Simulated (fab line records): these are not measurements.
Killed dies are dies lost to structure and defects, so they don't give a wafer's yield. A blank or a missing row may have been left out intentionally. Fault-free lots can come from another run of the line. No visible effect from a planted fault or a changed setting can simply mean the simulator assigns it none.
A single fault, viewed from 2 desks ; flow sfqLine ; each desk has only its own numbers; what lay behind them comes last

## METROLOGY DESK
What the gauges read, lot by lot, whatever tool the lot ran on: means of the sampled wafers that have a number. The brackets show how far a lot's mean lies from the usual mean; more than 4 standard deviations puts the lot out of limits, marked OUT.
Columns: A = R5_MONX_RS at SFQ_R5_RS_MEAS_933, usual 7.03 ohm/sq; B = R5_MONX_THK at SFQ_R5_THK_MEAS_934, usual 39.8 nm
lot;first seen here;A;B
L248;day 56 08:10;7.10;39.6
L250;day 57 21:26;7.00;39.9
L251;day 58 01:02;6.97;40.2
L252;day 58 17:51;6.85;41.0
L253;day 59 03:41;7.00;39.8
L258;day 60 16:50;7.04;39.6
L259;day 61 01:38;7.00;39.8
L260;day 61 03:33;12.66 (+78) OUT;24.4 (-31) OUT
L261;day 61 21:07;12.80 (+80) OUT;23.9 (-32) OUT
L265;day 63 00:21;7.05;39.9
L266;day 69 06:14;7.18;38.7
L267;day 69 13:53;7.00;40.1
L268;day 70 00:14;6.96;40.2
L269;day 70 17:18;7.01;40.0
This desk's finding: out of limits on L260, L261; first on L260, day 61 03:33 (R5_MONX_RS at SFQ_R5_RS_MEAS_933). L248, L250, L251, L252, L253, L258, L259, L265, L266, L267, L268, L269: within limits.

## TOOL OWNER'S DESK, pvdSputter-03
The tool's own readings at SFQ_TRILAYER_R5_DEP_SPUTTER_133 (material MoNx, target thk 40 nm, time 66.7 s): means of the sampled wafers that have a number, for each lot that ran on this tool. The brackets show how far a lot's mean lies from the usual mean; more than 4 standard deviations puts the lot out of limits, marked OUT.
Columns: A = throttleValvePct at SFQ_TRILAYER_R5_DEP_SPUTTER_133, usual 29.4 %
lot;first seen here;A
L248;day 56 08:03;29.2
L251;day 58 00:58;29.7
L258;day 60 16:46;29.3
L260;day 61 03:29;29.2
L261;day 61 21:03;29.4
L267;day 69 13:48;29.0
L269;day 70 17:14;29.4
This desk's verdict: no lot among the 7 shows anything out of limits.

## PUT TOGETHER
The metrology desk could have raised an alarm at day 61 03:33, on L260, L261.
The tool owner's desk saw nothing out of limits.
Tool owner's desk: L260, L261 on record, inside its limits.
The lots listed all ran SFQ_TRILAYER_R5_DEP_SPUTTER_133 on pvdSputter-03.

## WHAT THE SIMULATOR PUT IN
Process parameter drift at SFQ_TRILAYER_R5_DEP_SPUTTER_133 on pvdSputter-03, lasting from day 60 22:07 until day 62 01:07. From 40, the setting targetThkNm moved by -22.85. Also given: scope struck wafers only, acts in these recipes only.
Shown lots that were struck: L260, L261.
Per desk, hours elapsed from the start of the fault to the first reading out of limits: for the metrology desk, 5.
